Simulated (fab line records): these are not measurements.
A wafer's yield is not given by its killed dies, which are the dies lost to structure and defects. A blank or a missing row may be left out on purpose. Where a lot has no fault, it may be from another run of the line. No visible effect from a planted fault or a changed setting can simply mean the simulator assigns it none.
Problem report in the 8D (eight disciplines) form, filled by code    flow sky130    the parts of the form that need people (team, actions taken, sign-off) are left out

## 1. WHAT IS WRONG
VIA2_W_RS at SKY_VIA2_RS_MEAS_22 reads a mean of 0.293 ohm/sq on 2 wafers of 2 lots; wafers without a fault read 0.273 ohm/sq with a standard deviation of 0.0043. That puts it +4.7 standard deviations away from the usual mean.
The step: measures by four-point-probe.
Seen first at day 40 17:05 on film metro-02, wafer L853.4. The record holds 30 wafers of 10 lots with a number at this step. Rule for "out", or "out of limits": more than 4 standard deviations from the usual mean. Any other wafer with a number is counted as sound.

## 2. WHAT IT IS, WHAT IT ISN'T
question                     is                 is not
which readings at this step  VIA2_W_RS          -
which lots                   L853, L854         L839, L840, L842, L845, L847, L856, L857, L859
which wafers of those lots   L853.4, L854.3     L853.2, L853.5, L854.1, L854.5
read on which gauges         film metro-02      film metro-01, film metro-03
when                         from day 40 17:05  up to then (17 sound wafers); but 11 sound wafers of L854, L856, L857, L859 came after

## 3. THE SUSPECTS, EACH WITH WHAT RULES IT OUT
Counting: any tool at a process step up to the reading remains a suspect provided it ran every lot that is out. Sound lots after the first of them don't rule it out here, since some wafers of a struck lot are sound.
- the gauge at SKY_VIA2_RS_MEAS_22 is ruled out. All the wafers that are out were read on film metro-02, but those of them that SKY_VIA2_CVD_21 has rows for are out there too, on other tools.
- cvd w-01 at SKY_VIA2_CVD_21 (deposits W, target thk 420 nm, time 126.4 s): kept. Ran every lot that is out, first one L853 (day 40 16:56); last sound lot up to then L847 (day 39 16:20). On those wafers its own readings are out: chamber pressure Torr.
- At SKY_VIA2_CVD_21 on cvd w-01, chamber 1 took the sound wafers of the same lots and chamber 0 took the wafers that are out.
The count leaves cvd w-01 at SKY_VIA2_CVD_21.

## 4. THE CAUSE (what the simulator had put in)
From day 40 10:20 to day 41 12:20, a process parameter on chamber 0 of cvd w-01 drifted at SKY_VIA2_CVD_21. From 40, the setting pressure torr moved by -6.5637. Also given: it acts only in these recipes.
The count eliminated every tool but this one.

## 5. THE EFFECT CHAIN, in route order
Rows list readings where the struck wafers' mean (over those with a number) sits beyond 3 standard deviations from the usual. Readings are gone through only where the record gives a usual standard deviation; hours: the median, over the lots, of the time from a lot's start at the first step in this table giving one to that lot's start at this step; sigmas: the change measured in usual standard deviations.
hours  step                  reading                usual         on struck wafers  change  sigmas
0      SKY_VIA2_CVD_21       chamber pressure Torr  40.00 Torr    33.39             -6.61   -77
0      SKY_VIA2_RS_MEAS_22   VIA2_W_RS              0.273 ohm/sq  0.293             +0.020  +4.7
0      SKY_VIA2_THK_MEAS_23  VIA2_W_THK             422 nm        386               -36     -4.4
It contains these process steps:
- SKY_VIA2_CVD_21: deposits W, target thk 420 nm, time 126.4 s.
Later measuring or inspecting steps at which every struck wafer that the step has a row for has a number for every such reading, and none has moved that far: SKY_CAPM_RS_MEAS_03.

## 6. HOW IT WOULD HAVE BEEN CAUGHT EARLIER
Counted from the fault's start at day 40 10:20, it took 7 hours until the first out-of-limits reading at a measuring or inspecting step in this record, taken at day 40 17:05.
At SKY_VIA2_CVD_21, the tool's own readings (chamber pressure Torr) were out on each struck wafer the step has a row for, so an alarm limit on them would have fired on the first such wafer.
Lots out: 2; of these, L854 started SKY_VIA2_CVD_21 on cvd w-01 after day 40 17:05. Putting the tool on hold at that point would have spared it.
